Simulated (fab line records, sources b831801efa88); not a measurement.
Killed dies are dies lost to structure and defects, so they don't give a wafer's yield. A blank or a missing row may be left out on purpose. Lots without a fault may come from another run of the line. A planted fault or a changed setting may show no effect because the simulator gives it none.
fab line records | flow sfq_line
record lots=5 wafers=15 last_day=80
route steps=325 shown M6@260 I6@266 M7@281
lots that met no fault: from a run of the same line without faults
start_h: hours from the record's first day to the start of the lot's first wafer shown | wait_h: hours since the lot's step before | " the same as in the row above | L1.1+2: a row that stands for several wafers | - no value, or no start given | * or withheld: withheld | < > ~ a bound
route shown NAME@n: a module of which the file shows steps, and the number in the route of the first | usual: mean/standard deviation of fault-free wafers | same: alike in all rows | chamber/n: place in a boat | sites: the reading at each site | _std_site: their standard deviation | _edge_site: outer sites' mean less inner sites' | radius_mm: how far each site lies from the wafer's centre | mask NAME#n: copy n | behind: the tool/chamber that last shaped the wafer | hold: why the lot was held/for how many hours/how that ended | device: the transistor (n, p or np) that didn't switch | end of line: the same wafers' tests at the end of the route | a step without rows: its recipe alone | killed: dies lost to structure and defects at the first sort, not the wafer's yield | map: a wafer's dies, x killed, . not, _ none there
set.NAME: the setting as run; set.NAME@STEP: as run at that earlier step | model.NAME: the simulator's own value behind a step, which no gauge read
lots at some steps of the route; a table a step, a row a wafer
services: from which hour (start_h, from the record's first day; less than 0 if before it) a tool's chamber was out of use, for how many hours, and why
## steps
# step SFQ_TRILAYER_M6_LITHO_DEVELOP_161
# recipe time_s=60 resist=KrF
# columns lot.wafer tool chamber start_h wait_h
L079.3+4+5 litho_track-02 0 1634.05 0.1
L080.2+3+4 litho_track-02 0 1639.45 0.1
L084.1+3+4 litho_track-02 0 1677.87 0.1
L086.2+3+4 litho_track-03 0 1707.23 0.1
L091.3+4+6 litho_track-03 0 1717.86 0.1
# step SFQ_M6_OVL_MEAS_940
# usual M6_OVL=1/5.6
# columns lot.wafer tool chamber start_h wait_h M6_OVL[nm]
L079.3 overlay-02 - 1634.16 0.1 1
L079.4 " - " " 2
L079.5 " - " " 4
L080.2 overlay-01 - 1639.58 0.1 -11
L080.3 " - " " 2
L080.4 " - " " -3
L084.1 overlay-01 - 1678.02 0.1 2
L084.3 " - " " -1
L084.4 " - " " 1
L086.2 overlay-02 - 1707.36 0.1 6
L086.3 " - " " 5
L086.4 " - " " 2
L091.3 overlay-01 - 1717.97 0.1 2
L091.4 " - " " 2
L091.6 " - " " 2
# step SFQ_TRILAYER_M6_BARC_OPEN_METAL_ETCH_206
# recipe mask_material=PR chemistry=O2 target_depth_nm=125 target=BARC icp_w=600 bias_w=80 pressure_mtorr=10 time_s=41.7
# usual drypump_motor_current_A=5.6/0.38 oes_product_au=0.685/0.0045
# columns lot.wafer tool chamber start_h wait_h drypump_motor_current_A oes_product_au rf_hours_counter_h
L079.3 rie_metal-01 0 1634.20 0.0 5.3 0.676 -
L079.4 " 1 " " 6.1 0.685 -
L079.5 " 1 " " 6.1 0.689 -
L080.2 rie_metal-01 1 1639.61 0.0 6.1 0.682 59
L080.3 " 0 " " 5.3 0.686 -
L080.4 " 1 " " 6.1 0.691 -
L084.1 rie_metal-01 0 1678.06 0.0 5.3 0.693 15
L084.3 " 0 " " 5.3 0.690 -
L084.4 " 1 " " 6.1 0.688 -
L086.2 rie_metal-01 1 1707.39 0.0 6.1 0.692 70
L086.3 " 1 " " 6.1 0.690 -
L086.4 " 0 " " 5.4 0.683 -
L091.3 rie_metal-01 0 1718.01 0.0 5.4 0.685 -
L091.4 " 1 " " 6.1 0.691 -
L091.6 " 1 " " 6.1 0.684 -
# step SFQ_TRILAYER_M6_ETCH_METAL_ETCH_162
# recipe target=Nb stop_on=SiO2 mask_material=PR chemistry=Cl2/Ar target_depth_nm=240 icp_w=600 bias_w=80 pressure_mtorr=10 time_s=120
# usual drypump_motor_current_A=5.6/0.39 oes_product_au=0.895/0.008
# columns lot.wafer tool chamber start_h wait_h drypump_motor_current_A oes_product_au rf_hours_counter_h
L079.3 rie_metal-01 0 1634.29 0.1 5.4 0.893 -
L079.4 " 1 " " 6.1 0.894 -
L079.5 " 1 " " 6.1 0.889 -
L080.2 rie_metal-01 1 1639.67 0.0 6.1 0.910 59
L080.3 " 0 " " 5.4 0.892 -
L080.4 " 1 " " 6.1 0.903 -
L084.1 rie_metal-01 0 1678.12 0.0 5.3 0.900 15
L084.3 " 0 " " 5.3 0.885 -
L084.4 " 1 " " 6.1 0.895 -
L086.2 rie_metal-01 1 1707.45 0.0 6.1 0.885 70
L086.3 " 1 " " 6.1 0.886 -
L086.4 " 0 " " 5.3 0.892 -
L091.3 rie_metal-01 0 1718.09 0.1 5.4 0.909 -
L091.4 " 1 " " 6.1 0.910 -
L091.6 " 1 " " 6.1 0.908 -
# step SFQ_TRILAYER_M6_STRIP_STRIP_163
# recipe gas=O2 power_w=200 platen_temp_c=40 overash_fraction=0.65 chemistry=O2 pressure_mtorr=50
# usual drypump_motor_current_A=5.6/0.39 oes_product_au=0.990/0.014
# columns lot.wafer tool chamber start_h wait_h drypump_motor_current_A oes_product_au rf_hours_counter_h
L079.3 rie_metal-01 0 1634.57 0.2 5.3 0.970 -
L079.4 " 1 " " 6.1 0.994 -
L079.5 " 1 " " 6.1 0.991 -
L080.2 rie_metal-01 1 1639.80 0.1 6.1 1.006 59
L080.3 " 0 " " 5.3 0.986 -
L080.4 " 1 " " 6.1 0.999 -
L084.1 rie_metal-01 0 1678.25 0.1 5.3 0.978 15
L084.3 " 0 " " 5.3 0.970 -
L084.4 " 1 " " 6.1 0.982 -
L086.2 rie_metal-01 1 1707.58 0.1 6.1 0.984 70
L086.3 " 1 " " 6.1 0.988 -
L086.4 " 0 " " 5.3 0.970 -
L091.3 rie_metal-01 0 1718.38 0.2 5.3 0.971 -
L091.4 " 1 " " 6.1 0.994 -
L091.6 " 1 " " 6.1 0.998 -
# step SFQ_TRILAYER_M6_STRIP_SOLV_CLEAN_164
# recipe chemistry=NMP temp_c=70 time_s=600
# usual bath_guard_temp_C=70.0/0.64
# columns lot.wafer tool chamber start_h wait_h bath_guard_temp_C
L079.3 wet_bench-02 1 1634.97 0.2 69.5
L079.4 " 7 " " 69.4
L079.5 " 0 " " 69.4
L080.2 wet_bench-02 5 1640.40 0.4 69.8
L080.3 " 7 " " 69.6
L080.4 " 3 " " 70.2
L084.1 wet_bench-01 7 1678.85 0.4 70.2
L084.3 " 2 " " 69.2
L084.4 " 6 " " 69.6
L086.2 wet_bench-04 3 1708.18 0.4 69.5
L086.3 " 6 " " 70.2
L086.4 " 4 " " 69.8
L091.3 wet_bench-02 6 1718.78 0.2 69.7
L091.4 " 2 " " 70.5
L091.6 " 7 " " 69.4
# step SFQ_TRILAYER_I6_DEP_PECVD_165
# recipe material=SiO2 temp_c=150 time_s=111.11 pressure_torr=2.4 rf_w=183.3 precursor=SiH4/N2O target_thk_nm=500
# usual heater_power_w=85/14 throttle_valve_pct=24.6/1.8
# columns lot.wafer tool chamber start_h wait_h heater_power_w throttle_valve_pct
L079.3 pecvd-01 1 1635.14 0.0 119 28.8
L079.4 " 1 " " 103 29.1
L079.5 " 2 " " 70 26.0
L080.2 pecvd-01 2 1640.57 0.0 71 26.0
L080.3 " 1 " " 108 29.0
L080.4 " 0 " " 70 26.8
L084.1 pecvd-04 2 1679.20 0.0 98 23.6
L084.3 " 0 " " 108 23.6
L084.4 " 1 " " 85 24.1
L086.2 pecvd-02 0 1708.35 0.0 84 24.8
L086.3 " 1 " " 95 22.5
L086.4 " 1 " " 81 22.7
L091.3 pecvd-02 1 1718.95 0.0 94 22.5
L091.4 " 2 " " 75 24.0
L091.6 " 1 " " 78 22.8
# step SFQ_TRILAYER_I6_CMP_CMP_166
# recipe material=SiO2 down_force_psi=3 platen_rpm=60 pad_velocity_m_s=0.94248
# usual motor_current_A=9.4/0.85 slurry_filter_dp_kPa=13.49/0.14 time_to_endpoint_s=218/9
# columns lot.wafer tool chamber start_h wait_h motor_current_A slurry_filter_dp_kPa time_to_endpoint_s
L079.3 cmp-02 0 1636.70 1.5 8.9 13.56 222
L079.4 " 2 1637.70 2.5 8.1 13.32 227
L079.5 " 1 1639.20 4.0 10.1 13.43 215
L080.4 cmp-01 3 1646.07 5.4 11.1 13.62 246
L080.3 " 0 " " 9.0 13.48 229
L080.2 " 1 " " 8.3 13.40 213
L084.3 cmp-02 1 1679.27 0.0 10.4 13.59 209
L084.1 " 3 1680.27 1.0 9.5 13.55 209
L084.4 " 0 " " 8.5 13.48 225
L086.3 cmp-02 3 1709.11 0.7 9.4 13.74 212
L086.4 " 0 " " 8.5 13.50 234
L086.2 " 1 " " 9.5 13.33 214
L091.3 cmp-02 2 1723.85 4.9 8.0 13.38 219
L091.4 " 3 " " 9.6 13.55 213
L091.6 " 3 1726.35 7.3 9.8 13.32 212
# step SFQ_I6_BOW_MEAS_941
# recipe mode=bow
# usual I6_BOW=8/12
# columns lot.wafer tool chamber start_h wait_h I6_BOW[um]
L079.3 film_metro-03 - 1639.74 2.5 9
L079.4 " - " " 10
L079.5 " - " " 2
L080.2 film_metro-03 - 1648.59 1.0 -2
L080.3 " - " " 6
L080.4 " - " " 1
L084.1 film_metro-03 - 1682.27 1.5 12
L084.3 " - " " 8
L084.4 " - " " 11
L086.2 film_metro-02 - 1712.13 1.5 14
L086.3 " - " " 18
L086.4 " - " " 6
L091.3 film_metro-03 - 1726.89 2.5 10
L091.4 " - " " -7
L091.6 " - " " 4
# step SFQ_TRILAYER_I6_METRO_MEASURE_167
# usual thk_nm=200.2/1.2
# columns lot.wafer tool chamber start_h wait_h thk_nm
L079.3 film_metro-03 - 1640.22 0.5 199.3
L079.4 " - " " 200.5
L079.5 " - " " 199.7
L080.2 film_metro-03 - 1648.89 0.3 200.3
L080.3 " - " " 200.3
L080.4 " - " " 202.1
L084.1 film_metro-03 - 1682.39 0.1 197.9
L084.3 " - " " 201.0
L084.4 " - " " 201.0
L086.2 film_metro-02 - 1712.43 0.3 199.9
L086.3 " - " " 198.7
L086.4 " - " " 200.5
L091.3 film_metro-03 - 1727.37 0.5 200.9
L091.4 " - " " 198.0
L091.6 " - " " 199.5
# step SFQ_TRILAYER_I6_VIA_LITHO_COAT_174
# recipe resist=BARC spin_rpm=3000 resist_thk_nm=62
# columns lot.wafer tool chamber start_h wait_h
L079.3+4+5 litho_track-01 0 1641.12 0.7
L080.2+3+4 litho_track-01 0 1649.94 0.8
L084.1+3+4 litho_track-01 0 1683.59 1.0
L086.2+3+4 litho_track-01 0 1713.48 0.8
L091.3+4+6 litho_track-03 0 1728.27 0.7
# step SFQ_TRILAYER_I6_VIA_LITHO_COAT_169
# recipe resist=KrF spin_rpm=3000 resist_thk_nm=650
# columns lot.wafer tool chamber start_h wait_h
L079.3+4+5 litho_track-01 0 1641.42 0.2
L080.2+3+4 litho_track-01 0 1650.24 0.2
L084.1+3+4 litho_track-01 0 1683.89 0.2
L086.2+3+4 litho_track-01 0 1713.78 0.2
L091.3+4+6 litho_track-03 0 1728.57 0.2
# step SFQ_TRILAYER_I6_VIA_LITHO_SOFTBAKE_173
# recipe temp_c=withheld time_s=withheld resist=KrF
# columns lot.wafer tool chamber start_h wait_h
L079.3+4+5 litho_track-01 0 1641.67 0.2
L080.2+3+4 litho_track-01 0 1650.51 0.2
L084.1+3+4 litho_track-01 0 1684.19 0.2
L086.2+3+4 litho_track-01 0 1714.06 0.2
L091.3+4+6 litho_track-03 0 1728.82 0.2
# step SFQ_TRILAYER_I6_VIA_LITHO_EXPOSE_170
# recipe mask_id=I6 na=0.6 source_shape=conventional sigma_outer=0.65 target_cd_nm=700 dose_mj=21.3
# usual stage_vel_mm_s=499.99/0.24
# columns lot.wafer tool chamber start_h wait_h mask stage_vel_mm_s
L079.3 krf_scanner-01 0 1726.44 - I6#0 499.69
L079.4 " 0 " " I6#0 499.61
L079.5 " 0 " " I6#0 499.74
L080.2 krf_scanner-01 0 1735.84 - I6#0 500.16
L080.3 " 0 " " I6#0 499.86
L080.4 " 0 " " I6#0 500.39
L084.1 krf_scanner-02 0 1771.76 - I6#0 500.05
L084.3 " 0 " " I6#0 499.67
L084.4 " 0 " " I6#0 500.04
L086.2 krf_scanner-01 0 1798.48 - I6#0 500.01
L086.3 " 0 " " I6#0 499.98
L086.4 " 0 " " I6#0 499.80
L091.3 krf_scanner-01 0 1820.28 - I6#0 500.01
L091.4 " 0 " " I6#0 500.02
L091.6 " 0 " " I6#0 500.43
# step SFQ_TRILAYER_I6_VIA_LITHO_PEB_172
# recipe peb_temp_c=115 peb_time_s=60 resist=KrF
# columns lot.wafer tool chamber start_h wait_h
L079.3+4+5 litho_track-04 0 1727.29 0.7
L080.2+3+4 litho_track-04 0 1736.86 0.8
L084.1+3+4 litho_track-03 0 1772.96 1.0
L086.2+3+4 litho_track-04 0 1799.51 0.8
L091.3+4+6 litho_track-01 0 1821.13 0.7
# step SFQ_TRILAYER_I6_VIA_LITHO_DEVELOP_171
# recipe time_s=60 resist=KrF
# columns lot.wafer tool chamber start_h wait_h
L079.3+4+5 litho_track-04 0 1727.44 0.1
L080.2+3+4 litho_track-04 0 1737.01 0.1
L084.1+3+4 litho_track-03 0 1773.11 0.1
L086.2+3+4 litho_track-04 0 1799.66 0.1
L091.3+4+6 litho_track-01 0 1821.28 0.1
# step SFQ_I6_OVL_MEAS_942
# usual I6_OVL=0/5.1
# columns lot.wafer tool chamber start_h wait_h I6_OVL[nm]
L079.3 overlay-02 - 1727.55 0.1 1
L079.4 " - " " 0
L079.5 " - " " -2
L080.2 overlay-01 - 1737.14 0.1 4
L080.3 " - " " 7
L080.4 " - " " 5
L084.1 overlay-01 - 1773.26 0.1 -1
L084.3 " - " " -6
L084.4 " - " " 2
L086.2 overlay-02 - 1799.79 0.1 0
L086.3 " - " " 4
L086.4 " - " " 4
L091.3 overlay-02 - 1821.39 0.1 -1
L091.4 " - " " 2
L091.6 " - " " 2
# step SFQ_TRILAYER_I6_VIA_BARC_OPEN_VIA_ETCH_235
# recipe mask_material=PR chemistry=O2 target_depth_nm=125 target=BARC source_w=500 bias_w=80 pressure_mtorr=30 time_s=41.7
# usual drypump_motor_current_A=5.8/0.45 oes_product_au=0.685/0.0041
# columns lot.wafer tool chamber start_h wait_h drypump_motor_current_A oes_product_au rf_hours_counter_h
L079.3 rie_diel-03 2 1727.57 0.0 5.7 0.686 5
L079.4 " 1 " " 6.7 0.680 21
L079.5 " 1 " " 6.7 0.694 -
L080.2 rie_diel-03 2 1737.17 0.0 5.7 0.690 5
L080.3 " 0 " " 5.3 0.682 1
L080.4 " 1 " " 6.7 0.681 21
L084.1 rie_diel-01 0 1773.29 0.0 6.0 0.690 2
L084.3 " 1 " " 5.4 0.689 16
L084.4 " 3 " " 5.9 0.690 13
L086.2 rie_diel-03 2 1799.82 0.0 5.7 0.686 5
L086.3 " 0 " " 5.3 0.684 2
L086.4 " 0 " " 5.3 0.682 -
L091.3 rie_diel-01 3 1821.42 0.0 6.0 0.678 14
L091.4 " 1 " " 5.4 0.675 17
L091.6 " 0 " " 6.0 0.686 -
# step SFQ_TRILAYER_I6_VIA_ETCH_VIA_ETCH_172
# recipe target=SiO2 stop_on=Nb mask_material=PR taper_deg=20 chemistry=CHF3 target_depth_nm=260 source_w=500 bias_w=80 pressure_mtorr=30 time_s=withheld
# usual drypump_motor_current_A=5.8/0.45 oes_product_au=0.855/0.0049
# columns lot.wafer tool chamber start_h wait_h drypump_motor_current_A oes_product_au
L079.3 rie_diel-03 2 1727.61 0.0 5.7 0.853
L079.4 " 1 " " 6.7 0.859
L079.5 " 1 " " 6.7 0.855
L080.2 rie_diel-03 2 1737.21 0.0 5.6 0.857
L080.3 " 0 " " 5.3 0.858
L080.4 " 1 " " 6.7 0.858
L084.1 rie_diel-01 0 1773.33 0.0 6.0 0.853
L084.3 " 1 " " 5.4 0.858
L084.4 " 3 " " 5.9 0.859
L086.2 rie_diel-03 2 1799.86 0.0 5.7 0.851
L086.3 " 0 " " 5.3 0.854
L086.4 " 0 " " 5.3 0.855
L091.3 rie_diel-01 3 1821.46 0.0 5.9 0.860
L091.4 " 1 " " 5.4 0.856
L091.6 " 0 " " 6.0 0.861
# step SFQ_TRILAYER_I6_VIA_STRIP_STRIP_173
# recipe gas=O2 power_w=200 platen_temp_c=40 overash_fraction=0.65 chemistry=O2 pressure_mtorr=50
# usual drypump_motor_current_A=5.7/0.31 oes_product_au=0.994/0.012
# columns lot.wafer tool chamber start_h wait_h drypump_motor_current_A oes_product_au rf_hours_counter_h
L079.3 rie_metal-02 1 1727.93 - 5.9 1.006 -
L079.4 " 0 " " 5.6 1.011 -
L079.5 " 1 " " 5.9 1.009 -
L080.2 rie_metal-04 0 1737.33 - 5.5 1.000 85
L080.3 " 0 " " 5.5 1.003 -
L080.4 " 1 " " 5.2 1.000 -
L084.1 rie_metal-01 1 1773.45 - 6.1 0.994 79
L084.3 " 0 " " 5.3 0.981 -
L084.4 " 1 " " 6.1 1.011 -
L086.2 rie_metal-01 1 1799.97 - 6.1 0.992 83
L086.3 " 0 " " 5.3 0.971 -
L086.4 " 1 " " 6.1 0.985 -
L091.3 rie_metal-01 1 1821.77 - 6.1 1.002 -
L091.4 " 0 " " 5.3 0.978 -
L091.6 " 1 " " 6.1 1.000 -
# step SFQ_TRILAYER_I6_VIA_STRIP_SOLV_CLEAN_174
# recipe chemistry=NMP temp_c=70 time_s=600
# usual bath_guard_temp_C=70.1/0.61
# columns lot.wafer tool chamber start_h wait_h bath_guard_temp_C
L079.3 wet_bench-04 2 1728.33 0.2 70.5
L079.4 " 1 " " 71.1
L079.5 " 4 " " 69.5
L080.2 wet_bench-03 3 1737.93 0.4 70.9
L080.3 " 0 " " 70.0
L080.4 " 4 " " 69.7
L084.1 wet_bench-03 5 1774.05 0.4 69.5
L084.3 " 2 " " 70.4
L084.4 " 1 " " 69.9
L086.2 wet_bench-01 3 1800.57 0.4 70.7
L086.3 " 7 " " 70.3
L086.4 " 5 " " 70.1
L091.3 wet_bench-04 1 1822.17 0.2 71.0
L091.4 " 6 " " 70.4
L091.6 " 2 " " 70.6
# step SFQ_TRILAYER_M7_DEP_PRE_CLEAN_176
# recipe gas=Ar time_s=22.5 bias_v=250
# columns lot.wafer tool chamber start_h wait_h
L079.3+4+5 pvd_sputter-03 - 1728.50 0.0
L080.2+3+4 pvd_sputter-05 - 1738.10 0.0
L084.1+3+4 pvd_sputter-03 - 1774.22 0.0
L086.2+3+4 pvd_sputter-05 - 1800.75 0.0
L091.3+4+6 pvd_sputter-05 - 1822.52 0.0
# step SFQ_TRILAYER_M7_DEP_SPUTTER_175
# recipe material=Nb base_pressure_pa=1.33e-06 chamber_pressure_pa=0.1333 substrate_temp_c=20 target_thk_nm=200 power_w=2000 time_s=133.3
# usual throttle_valve_pct=30.1/1.2
# columns lot.wafer tool chamber start_h wait_h throttle_valve_pct
L079.3 pvd_sputter-03 - 1728.53 0.0 28.7
L079.4 " - " " 28.6
L079.5 " - " " 28.3
L080.2 pvd_sputter-05 - 1738.13 0.0 31.9
L080.3 " - " " 31.1
L080.4 " - " " 28.3
L084.1 pvd_sputter-03 - 1774.25 0.0 28.4
L084.3 " - " " 30.0
L084.4 " - " " 28.6
L086.2 pvd_sputter-05 - 1800.78 0.0 28.4
L086.3 " - " " 31.0
L086.4 " - " " 30.4
L091.3 pvd_sputter-05 - 1822.55 0.0 31.9
L091.4 " - " " 30.8
L091.6 " - " " 30.4
# step SFQ_M7_RS_MEAS_943
# recipe thk_meas_gauge=four-point-probe reads=Nb_of_TRILAYER_M7_DEP_SPUTTER_175
# usual M7_NB_RS=0.892/0.011
# columns lot.wafer tool chamber start_h wait_h M7_NB_RS[ohm/sq]
L079.3 film_metro-04 - 1728.66 0.1 0.875
L079.4 " - " " 0.880
L079.5 " - " " 0.880
L080.2 film_metro-04 - 1738.24 0.1 0.896
L080.3 " - " " 0.914
L080.4 " - " " 0.892
L084.1 film_metro-01 - 1774.34 0.0 0.896
L084.3 " - " " 0.912
L084.4 " - " " 0.890
L086.2 film_metro-02 - 1800.89 0.1 0.880
L086.3 " - " " 0.901
L086.4 " - " " 0.901
L091.3 film_metro-02 - 1822.68 0.1 0.881
L091.4 " - " " 0.900
L091.6 " - " " 0.894
# step SFQ_TRILAYER_M7_LITHO_COAT_182
# recipe resist=BARC spin_rpm=3000 resist_thk_nm=62
# columns lot.wafer tool chamber start_h wait_h
L079.3+4+5 litho_track-02 0 1728.90 0.1
L080.2+3+4 litho_track-04 0 1738.45 0.1
L084.1+3+4 litho_track-04 0 1774.52 0.1
L086.2+3+4 litho_track-04 0 1801.10 0.1
L091.3+4+6 litho_track-02 0 1822.92 0.1
# step SFQ_TRILAYER_M7_LITHO_COAT_177
# recipe resist=KrF spin_rpm=3000 resist_thk_nm=600
# columns lot.wafer tool chamber start_h wait_h
L079.3+4+5 litho_track-02 0 1729.20 0.2
L080.2+3+4 litho_track-04 0 1738.75 0.2
L084.1+3+4 litho_track-04 0 1774.82 0.2
L086.2+3+4 litho_track-04 0 1801.40 0.2
L091.3+4+6 litho_track-02 0 1823.22 0.2
# step SFQ_TRILAYER_M7_LITHO_SOFTBAKE_181
# recipe temp_c=withheld time_s=withheld resist=KrF
# columns lot.wafer tool chamber start_h wait_h
L079.3+4+5 litho_track-02 0 1729.45 0.2
L080.2+3+4 litho_track-04 0 1739.03 0.2
L084.1+3+4 litho_track-04 0 1775.12 0.2
L086.2+3+4 litho_track-04 0 1801.67 0.2
L091.3+4+6 litho_track-02 0 1823.47 0.2
# step SFQ_TRILAYER_M7_LITHO_EXPOSE_178
# recipe mask_id=M7 na=0.6 source_shape=conventional sigma_outer=0.65 target_cd_nm=500 dose_mj=14.4
# usual stage_vel_mm_s=500.02/0.25
# columns lot.wafer tool chamber start_h wait_h mask stage_vel_mm_s
L079.3 krf_scanner-02 0 1730.68 - M7#0 499.66
L079.4 " 0 " " M7#0 499.93
L079.5 " 0 " " M7#0 499.68
L080.2 krf_scanner-02 0 1741.27 - M7#0 499.70
L080.3 " 0 " " M7#0 499.93
L080.4 " 0 " " M7#0 499.33
L084.1 krf_scanner-02 0 1777.86 - M7#0 500.07
L084.3 " 0 " " M7#0 500.08
L084.4 " 0 " " M7#0 500.22
L086.2 krf_scanner-02 0 1802.00 - M7#0 499.70
L086.3 " 0 " " M7#0 499.75
L086.4 " 0 " " M7#0 499.94
L091.3 krf_scanner-02 0 1823.97 - M7#0 500.42
L091.4 " 0 " " M7#0 500.36
L091.6 " 0 " " M7#0 500.43
# step SFQ_TRILAYER_M7_LITHO_PEB_180
# recipe peb_temp_c=115 peb_time_s=60 resist=KrF
# columns lot.wafer tool chamber start_h wait_h
L079.3+4+5 litho_track-02 0 1731.53 0.7
L080.2+3+4 litho_track-02 0 1742.30 0.8
L084.1+3+4 litho_track-04 0 1779.06 1.0
L086.2+3+4 litho_track-01 0 1803.02 0.8
L091.3+4+6 litho_track-01 0 1824.82 0.7
# step SFQ_TRILAYER_M7_LITHO_DEVELOP_179
# recipe time_s=60 resist=KrF
# columns lot.wafer tool chamber start_h wait_h
L079.3+4+5 litho_track-02 0 1731.68 0.1
L080.2+3+4 litho_track-02 0 1742.45 0.1
L084.1+3+4 litho_track-04 0 1779.21 0.1
L086.2+3+4 litho_track-01 0 1803.17 0.1
L091.3+4+6 litho_track-01 0 1824.97 0.1
# step SFQ_M7_OVL_MEAS_945
# usual M7_OVL=-2/5.3
# columns lot.wafer tool chamber start_h wait_h M7_OVL[nm]
L079.3 overlay-02 - 1731.79 0.1 -4
L079.4 " - " " -8
L079.5 " - " " -7
L080.2 overlay-02 - 1742.58 0.1 2
L080.3 " - " " -1
L080.4 " - " " -2
L084.1 overlay-02 - 1779.36 0.1 1
L084.3 " - " " -2
L084.4 " - " " 7
L086.2 overlay-02 - 1803.30 0.1 -1
L086.3 " - " " 0
L086.4 " - " " 1
L091.3 overlay-01 - 1825.08 0.1 0
L091.4 " - " " 5
L091.6 " - " " -2
# step SFQ_TRILAYER_M7_BARC_OPEN_METAL_ETCH_229
# recipe mask_material=PR chemistry=O2 target_depth_nm=125 target=BARC icp_w=600 bias_w=80 pressure_mtorr=10 time_s=41.7
# usual drypump_motor_current_A=5.4/0.33 oes_product_au=0.685/0.0044
# columns lot.wafer tool chamber start_h wait_h drypump_motor_current_A oes_product_au rf_hours_counter_h
L079.3 rie_metal-04 1 1731.83 0.0 5.2 0.680 -
L079.4 " 0 " " 5.5 0.684 -
L079.5 " 0 " " 5.5 0.685 -
L080.2 rie_metal-04 0 1742.61 0.0 5.5 0.682 86
L080.3 " 0 " " 5.5 0.689 -
L080.4 " 1 " " 5.2 0.692 -
L084.1 rie_metal-04 1 1779.39 0.0 5.2 0.686 105
L084.3 " 1 " " 5.2 0.689 -
L084.4 " 0 " " 5.5 0.689 -
L086.2 rie_metal-01 0 1803.33 0.0 5.4 0.673 33
L086.3 " 1 " " 6.1 0.690 -
L086.4 " 0 " " 5.3 0.682 -
L091.3 rie_metal-04 1 1825.13 0.0 5.2 0.690 -
L091.4 " 0 " " 5.5 0.683 -
L091.6 " 1 " " 5.2 0.674 -
# step SFQ_TRILAYER_M7_ETCH_METAL_ETCH_180
# recipe target=Nb stop_on=SiO2 mask_material=PR chemistry=Cl2/Ar target_depth_nm=240 icp_w=600 bias_w=80 pressure_mtorr=10 time_s=120
# usual drypump_motor_current_A=5.4/0.33 oes_product_au=0.892/0.0081
# columns lot.wafer tool chamber start_h wait_h drypump_motor_current_A oes_product_au rf_hours_counter_h
L079.3 rie_metal-04 1 1731.91 0.1 5.2 0.907 -
L079.4 " 0 " " 5.5 0.902 -
L079.5 " 0 " " 5.5 0.899 -
L080.2 rie_metal-04 0 1742.67 0.0 5.5 0.881 86
L080.3 " 0 " " 5.5 0.872 -
L080.4 " 1 " " 5.2 0.888 -
L084.1 rie_metal-04 1 1779.45 0.0 5.2 0.887 105
L084.3 " 1 " " 5.2 0.884 -
L084.4 " 0 " " 5.5 0.894 -
L086.2 rie_metal-01 0 1803.39 0.0 5.4 0.900 33
L086.3 " 1 " " 6.1 0.890 -
L086.4 " 0 " " 5.3 0.889 -
L091.3 rie_metal-04 1 1825.21 0.1 5.2 0.909 -
L091.4 " 0 " " 5.5 0.884 -
L091.6 " 1 " " 5.2 0.888 -
# step SFQ_TRILAYER_M7_STRIP_STRIP_181
# recipe gas=O2 power_w=200 platen_temp_c=40 overash_fraction=0.65 chemistry=O2 pressure_mtorr=50
# usual drypump_motor_current_A=5.4/0.33 oes_product_au=0.998/0.015
# columns lot.wafer tool chamber start_h wait_h drypump_motor_current_A oes_product_au rf_hours_counter_h
L079.3 rie_metal-04 1 1732.20 0.2 5.2 1.005 -
L079.4 " 0 " " 5.5 0.997 -
L079.5 " 0 " " 5.5 0.996 -
L080.2 rie_metal-04 0 1742.79 0.1 5.5 0.982 86
L080.3 " 0 " " 5.5 0.985 -
L080.4 " 1 " " 5.2 1.003 -
L084.1 rie_metal-04 1 1779.58 0.1 5.2 1.023 106
L084.3 " 1 " " 5.2 1.009 -
L084.4 " 0 " " 5.5 1.003 -
L086.2 rie_metal-01 0 1803.52 0.1 5.4 0.979 33
L086.3 " 1 " " 6.1 0.988 -
L086.4 " 0 " " 5.4 0.979 -
L091.3 rie_metal-04 1 1825.49 0.2 5.2 0.995 -
L091.4 " 0 " " 5.5 1.008 -
L091.6 " 1 " " 5.2 0.997 -
## services
# columns tool chamber start_h hours kind
krf_scanner-01 - 1635.34 3.5 repair
cmp-02 - 1639.70 6.2 pm
krf_scanner-02 - 1658.40 0.7 repair
rie_diel-01 - 1659.22 2.8 pm
cmp-02 - 1668.41 3.4 repair
cmp-02 - 1677.50 0.4 repair
krf_scanner-01 - 1684.92 3.6 pm
film_metro-03 - 1692.15 13.9 repair
krf_scanner-02 - 1693.78 4.0 pm
rie_metal-04 0 1703.98 21.4 repair
film_metro-03 - 1706.01 2.7 pm
film_metro-03 - 1708.69 1.1 pm
krf_scanner-02 - 1722.31 4.4 pm
krf_scanner-02 - 1733.87 7.2 pm
rie_metal-01 - 1747.45 2.8 pm
pvd_sputter-05 - 1753.18 0.7 repair
krf_scanner-02 - 1759.55 1.0 pm
rie_metal-04 1 1760.67 2.3 repair
rie_metal-01 - 1763.33 2.4 repair
rie_diel-03 - 1764.99 15.6 pm
krf_scanner-02 - 1774.16 1.3 pm
pvd_sputter-05 - 1787.08 2.6 repair
rie_metal-04 1 1789.57 9.1 repair
krf_scanner-02 - 1804.35 0.8 pm
## key
fault none
